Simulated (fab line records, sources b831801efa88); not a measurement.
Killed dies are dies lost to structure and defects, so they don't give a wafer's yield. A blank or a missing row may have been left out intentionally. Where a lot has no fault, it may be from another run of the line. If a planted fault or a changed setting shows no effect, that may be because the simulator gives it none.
Which tool did it? | flow gf180mcu | 12 lots with 36 wafers sampled at 4 steps, on a route of 602 steps

## WHAT THE GAUGES SHOWED, per wafer
GF_V3_CD_MEAS_14: the cd target is 260 nm.
lot  | measured     | on        | cd-nm (nm)
L075 | day 22 07:22 | cd-sem-01 | 261.1 261.9 261.9
L077 | day 23 06:43 | cd-sem-02 | 260.4 260.3 260.6
L079 | day 23 21:10 | cd-sem-01 | 260.6 260.3 260.9
L082 | day 24 23:44 | cd-sem-02 | 260.2 260.5 260.9
L083 | day 25 12:40 | cd-sem-02 | 261.4 261.0 261.4
L085 | day 26 22:49 | cd-sem-02 | 261.0 261.0 261.7
L087 | day 27 01:40 | cd-sem-02 | 259.9 258.3 259.7
L089 | day 27 19:10 | cd-sem-01 | 258.6 258.9 258.1
L091 | day 28 06:15 | cd-sem-01 | 259.8 260.6 260.7
L094 | day 28 16:17 | cd-sem-01 | 258.8 257.8 257.8
L095 | day 29 05:37 | cd-sem-01 | 259.6 259.9 259.5
L097 | day 29 16:01 | cd-sem-02 | 261.6 260.2 260.2

## WHAT TOOL EACH LOT RAN ON (gives the tool, then ch and the chambers of the sampled wafers, and finally the start)
lot  | GF_STI_CMP_25                | GF_M3_SPUTTER_00             | GF_M3_METAL_ETCH_16
L075 | cmp-02 ch 2,3, day 2 09:00   | pvd-sputter-02, day 20 07:10 | rie-metal-03 ch 1, day 21 06:46
L077 | cmp-01 ch 0,2,3, day 2 19:06 | pvd-sputter-02, day 21 06:16 | rie-metal-01 ch 0,1, day 22 06:14
L079 | cmp-02 ch 0,2,3, day 3 05:20 | pvd-sputter-02, day 21 20:57 | rie-metal-04 ch 1, day 22 21:01
L082 | cmp-01 ch 0,1,2, day 3 21:32 | pvd-sputter-04, day 23 01:46 | rie-metal-01 ch 0,1, day 24 00:49
L083 | cmp-01 ch 0,1,3, day 4 02:46 | pvd-sputter-02, day 23 14:58 | rie-metal-04 ch 1, day 24 13:40
L085 | cmp-02 ch 2,3, day 5 01:33   | pvd-sputter-04, day 25 02:43 | rie-metal-04 ch 0,1, day 26 00:19
L087 | cmp-02 ch 0,3, day 5 01:48   | pvd-sputter-04, day 25 06:20 | rie-metal-01 ch 1, day 26 03:16
L089 | cmp-02 ch 2,3, day 5 17:01   | pvd-sputter-04, day 26 00:35 | rie-metal-01 ch 1, day 26 22:10
L091 | cmp-02 ch 1,2,3, day 5 21:10 | pvd-sputter-01, day 26 11:48 | rie-metal-03 ch 0,1, day 27 08:55
L094 | cmp-01 ch 2,3, day 6 10:07   | pvd-sputter-01, day 26 23:56 | rie-metal-03 ch 0,1, day 27 19:58
L095 | cmp-01 ch 0,1,3, day 6 18:16 | pvd-sputter-02, day 27 13:11 | rie-metal-03 ch 1, day 28 09:22
L097 | cmp-01 ch 0,3, day 7 01:01   | pvd-sputter-02, day 27 23:43 | rie-metal-03 ch 1, day 28 19:33
- GF_STI_CMP_25: polishes, stops on Si3N4, t overpolish 33 s, target thk 524.6 nm.
- GF_M3_SPUTTER_00: material Ti, target thk 37.5 nm, time 150 s.
- GF_M3_METAL_ETCH_16: etches the open film in Cl2/BCl3, stops on SiO2, target depth 750.8 nm, time 125.1 s.

## THE ANSWER, worked out from the rows above alone
Rule: the lots themselves supply what counts as usual. The widest of any qualifying gaps counts: lots, ordered by their means at a reading, are off when they make up no more than a third of the lots, leave a main group of 4 or more, and stand apart from it by 3 or more times the standard deviation of that group's means. The tables above print the reading to a certain number of digits; a main group whose means all agree to those digits is not used. A lot without any number at a reading at which 4 lots or more have one is off too. Any other lot the step has rows for is counted as sound.
None of the lots is off at any reading shown; this tells nothing.

## WHAT THE SIMULATOR HAD PUT IN
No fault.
